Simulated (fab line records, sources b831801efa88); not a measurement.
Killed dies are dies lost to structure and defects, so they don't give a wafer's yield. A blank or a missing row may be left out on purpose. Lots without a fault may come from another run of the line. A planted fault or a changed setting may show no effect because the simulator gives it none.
Which tool did it? | flow sky130 | 6 lots, 18 wafers sampled, at 4 steps of a route of 708

WHAT THE GAUGES READ, wafer by wafer
SKY_CONTACT_RS_MEAS_25: measures by four-point-probe.
lot  | measured     | on            | CONTACT_W_RS (ohm/sq)
L289 | day 31 16:54 | film_metro-04 | 0.342 0.340 0.341
L291 | day 32 16:34 | film_metro-03 | 0.343 0.337 0.338
L294 | day 33 19:28 | film_metro-04 | 0.342 0.338 0.340
L299 | day 35 02:42 | film_metro-03 | 0.340 0.331 0.339
L305 | day 37 17:44 | film_metro-03 | 0.337 0.333 0.328
L309 | day 38 10:21 | film_metro-03 | 0.345 0.345 0.347

WHICH TOOL RAN EACH LOT (tool, then ch and the chambers of the sampled wafers, then the start)
lot  | SKY_CONTACT_ETCH_16                | SKY_CONTACT_ETCH_17                | SKY_CONTACT_CVD_24
L289 | rie_diel-01 ch 0,2,3, day 31 15:57 | rie_diel-01 ch 0,2,3, day 31 15:59 | cvd_w-02 ch 0,1, day 31 16:46
L291 | rie_diel-01 ch 1,3, day 32 15:39   | rie_diel-01 ch 1,3, day 32 15:42   | cvd_w-02 ch 0, day 32 16:26
L294 | rie_diel-02 ch 0,1,2, day 33 18:30 | rie_diel-02 ch 0,1,2, day 33 18:32 | cvd_w-02 ch 0,1, day 33 19:20
L299 | rie_diel-02 ch 0,1, day 35 01:47   | rie_diel-02 ch 0,1, day 35 01:49   | cvd_w-01 ch 0,1, day 35 02:34
L305 | rie_diel-02 ch 0,2, day 37 16:45   | rie_diel-02 ch 0,2, day 37 16:47   | cvd_w-01 ch 1, day 37 17:36
L309 | rie_diel-01 ch 1,3, day 38 09:26   | rie_diel-01 ch 1,3, day 38 09:28   | cvd_w-02 ch 0,1, day 38 10:13
- SKY_CONTACT_ETCH_16: etches BARC in N2/H2, stops on SiO2, time 45.9 s, target depth 60 nm.
- SKY_CONTACT_ETCH_17: etches SiO2 in C4F8/O2/Ar, stops on Si3N4, target depth 340 nm.
- SKY_CONTACT_CVD_24: deposits W, target thk 340 nm, time 102.12 s.

THE ANSWER, worked out from the rows above alone
Rule: what is usual is taken from the lots themselves. Put in order of their means at a reading, lots are off if they are a third of the lots or fewer, leave a main group of 4 or more, and stand apart from it by a gap of 3 or more times the standard deviation of the main group's means; of several such gaps the widest counts. A main group whose means are all the same, to the digits that the tables above print for the reading, isn't used. A lot without any number at a reading at which 4 lots or more have one is off too. The other lots that the step has rows for count as sound.
No lot is off at any reading shown: from this, nothing can be told.

WHAT THE SIMULATOR HAD PUT IN
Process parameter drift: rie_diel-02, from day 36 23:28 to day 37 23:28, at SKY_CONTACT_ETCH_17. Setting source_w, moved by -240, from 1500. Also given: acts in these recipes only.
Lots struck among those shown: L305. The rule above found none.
